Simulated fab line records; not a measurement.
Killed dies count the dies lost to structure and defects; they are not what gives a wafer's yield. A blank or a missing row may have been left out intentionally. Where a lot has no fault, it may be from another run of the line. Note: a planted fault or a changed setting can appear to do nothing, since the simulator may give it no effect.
The tool behind it: which one? / flow sky130 / Sampling: 13 lots, 39 wafers, 4 of 708 route steps

== WHAT EACH GAUGE READ, for each wafer ==
SKY_METAL4_CD_MEAS_13 targets a cd of 300 nm. Usual: cd_nm reads 299.6 nm (standard deviation 1.2).
lot=L170; measured=day 42 15:41; on=cd_sem-02; cd_nm (nm)=297.9 298.7 298.6; flag=
lot=L174; measured=day 42 17:26; on=cd_sem-02; cd_nm (nm)=300.8 299.1 302.5; flag=
lot=L169; measured=day 42 17:47; on=cd_sem-02; cd_nm (nm)=299.1 298.2 298.6; flag=
lot=L173; measured=day 42 18:12; on=cd_sem-01; cd_nm (nm)=298.4 299.6 299.7; flag=
lot=L177; measured=day 43 20:46; on=cd_sem-01; cd_nm (nm)=299.5 300.3 299.2; flag=
lot=L181; measured=day 48 01:38; on=cd_sem-02; cd_nm (nm)=301.1 301.3 301.7; flag=
lot=L184; measured=day 48 01:59; on=cd_sem-01; cd_nm (nm)=300.5 298.5 298.6; flag=
lot=L182; measured=day 48 02:30; on=cd_sem-02; cd_nm (nm)=298.6 298.4 298.9; flag=
lot=L188; measured=day 48 03:05; on=cd_sem-02; cd_nm (nm)=298.9 297.7 300.7; flag=
lot=L180; measured=day 48 03:58; on=cd_sem-02; cd_nm (nm)=298.9 301.1 300.9; flag=
lot=L189; measured=day 48 10:28; on=cd_sem-02; cd_nm (nm)=301.6 301.7 301.7; flag=
lot=L192; measured=day 48 13:14; on=cd_sem-01; cd_nm (nm)=299.2 299.3 299.3; flag=
lot=L187; measured=day 48 14:41; on=cd_sem-01; cd_nm (nm)=300.5 300.0 300.6; flag=

SKY_VIA4_THK_MEAS_01. Usual: for VIA4_HDPCVD_THK the level is 1750 nm and the standard deviation is 21.
lot=L170; measured=day 42 17:21; on=film_metro-04; VIA4_HDPCVD_THK (nm)=1716 1730 1706; flag=
lot=L174; measured=day 42 19:02; on=film_metro-01; VIA4_HDPCVD_THK (nm)=1768 1782 1771; flag=
lot=L169; measured=day 42 19:32; on=film_metro-02; VIA4_HDPCVD_THK (nm)=1775 1776 1761; flag=
lot=L173; measured=day 42 19:53; on=film_metro-01; VIA4_HDPCVD_THK (nm)=1754 1750 1738; flag=
lot=L177; measured=day 43 22:37; on=film_metro-01; VIA4_HDPCVD_THK (nm)=1785 1747 1756; flag=
lot=L181; measured=day 48 03:05; on=film_metro-04; VIA4_HDPCVD_THK (nm)=1755 1739 1741; flag=
lot=L184; measured=day 48 03:15; on=film_metro-02; VIA4_HDPCVD_THK (nm)=1751 1771 1778; flag=
lot=L182; measured=day 48 04:01; on=film_metro-02; VIA4_HDPCVD_THK (nm)=1747 1756 1765; flag=
lot=L188; measured=day 48 04:32; on=film_metro-01; VIA4_HDPCVD_THK (nm)=1748 1743 1753; flag=
lot=L180; measured=day 48 05:13; on=film_metro-01; VIA4_HDPCVD_THK (nm)=1727 1757 1742; flag=
lot=L189; measured=day 48 11:43; on=film_metro-04; VIA4_HDPCVD_THK (nm)=1711 1736 821; flag=OFF
lot=L192; measured=day 48 14:32; on=film_metro-01; VIA4_HDPCVD_THK (nm)=1754 1760 1747; flag=
lot=L187; measured=day 48 16:09; on=film_metro-01; VIA4_HDPCVD_THK (nm)=1723 806 1711; flag=OFF

SKY_VIA4_BOW_MEAS_03. Usual: for VIA4_BOW the level is 82 um and the standard deviation is 7.8.
lot=L170; measured=day 42 17:57; on=film_metro-04; VIA4_BOW (um)=84 82 77; flag=
lot=L174; measured=day 42 19:24; on=film_metro-01; VIA4_BOW (um)=83 101 85; flag=
lot=L169; measured=day 42 19:53; on=film_metro-04; VIA4_BOW (um)=90 80 86; flag=
lot=L173; measured=day 42 20:29; on=film_metro-02; VIA4_BOW (um)=84 91 92; flag=
lot=L177; measured=day 43 22:59; on=film_metro-04; VIA4_BOW (um)=82 66 78; flag=
lot=L181; measured=day 48 03:26; on=film_metro-04; VIA4_BOW (um)=81 73 70; flag=
lot=L184; measured=day 48 03:37; on=film_metro-01; VIA4_BOW (um)=82 83 79; flag=
lot=L182; measured=day 48 04:23; on=film_metro-01; VIA4_BOW (um)=90 83 79; flag=
lot=L188; measured=day 48 04:53; on=film_metro-04; VIA4_BOW (um)=76 77 77; flag=
lot=L180; measured=day 48 05:35; on=film_metro-02; VIA4_BOW (um)=83 87 86; flag=
lot=L189; measured=day 48 12:05; on=film_metro-01; VIA4_BOW (um)=76 77 83; flag=
lot=L192; measured=day 48 14:53; on=film_metro-01; VIA4_BOW (um)=91 79 79; flag=
lot=L187; measured=day 48 16:46; on=film_metro-01; VIA4_BOW (um)=75 80 73; flag=

== TOOL THAT RAN EACH LOT (tool first, then ch and the chambers of the sampled wafers, then the start) ==
lot=L170; SKY_VIA4_HDPCVD_00=hdpcvd-02 ch 0,2, day 42 17:10
lot=L174; SKY_VIA4_HDPCVD_00=hdpcvd-01 ch 0,2, day 42 18:52
lot=L169; SKY_VIA4_HDPCVD_00=hdpcvd-01 ch 0,1,2, day 42 19:21
lot=L173; SKY_VIA4_HDPCVD_00=hdpcvd-01 ch 0,1,2, day 42 19:43
lot=L177; SKY_VIA4_HDPCVD_00=hdpcvd-01 ch 1,2, day 43 22:25
lot=L181; SKY_VIA4_HDPCVD_00=hdpcvd-01 ch 0,1,2, day 48 02:54
lot=L184; SKY_VIA4_HDPCVD_00=hdpcvd-02 ch 0,1, day 48 03:04
lot=L182; SKY_VIA4_HDPCVD_00=hdpcvd-01 ch 0,1,2, day 48 03:49
lot=L188; SKY_VIA4_HDPCVD_00=hdpcvd-01 ch 0,1, day 48 04:21
lot=L180; SKY_VIA4_HDPCVD_00=hdpcvd-02 ch 0,1, day 48 05:01
lot=L189; SKY_VIA4_HDPCVD_00=hdpcvd-02 ch 0,1,2, day 48 11:31
lot=L192; SKY_VIA4_HDPCVD_00=hdpcvd-01 ch 1,2, day 48 14:21
lot=L187; SKY_VIA4_HDPCVD_00=hdpcvd-02 ch 1,2, day 48 15:57
- SKY_VIA4_HDPCVD_00: deposits SiO2, target thk 1750 nm, time 291.7 s.

== AS READ BY THE TOOLS THEMSELVES (means over the sampled wafers that have a number; for cases with no such wafer, the mark the record gives instead) ==
The record holds no such reading with a usual standard deviation.

== THE ANSWER, worked out from the rows above alone ==
Rule: lot off if the mean of its wafers having a number is beyond 3 standard deviations from the usual mean. A lot without any number at a reading at which 4 lots or more have one is off too. Where the step has rows for the other lots, those lots are counted as sound. First the gauges in route order, then the tools' own readings, where a lot's mean is used as printed above. The first step at which some lot is off is used, and at that step the reading that is off furthest; a lot without a number counts as furthest.
Off: at SKY_VIA4_THK_MEAS_01 (VIA4_HDPCVD_THK), L189, L187.
A tool fits if, at a process step before that reading, it ran every lot that is off, and no sound lot after the first of them. Those tools and the gauges at SKY_VIA4_THK_MEAS_01 are tried in the same way. One fits: SKY_VIA4_HDPCVD_00 on hdpcvd-02. A fault onset in the window from L180 (day 48 05:01, its last sound lot) to L189 (day 48 11:31, its first lot off) fits.

== WHAT THE SIMULATOR HAD PUT IN ==
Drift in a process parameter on hdpcvd-02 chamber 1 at SKY_VIA4_HDPCVD_00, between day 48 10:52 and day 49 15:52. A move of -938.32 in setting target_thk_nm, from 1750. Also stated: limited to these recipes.
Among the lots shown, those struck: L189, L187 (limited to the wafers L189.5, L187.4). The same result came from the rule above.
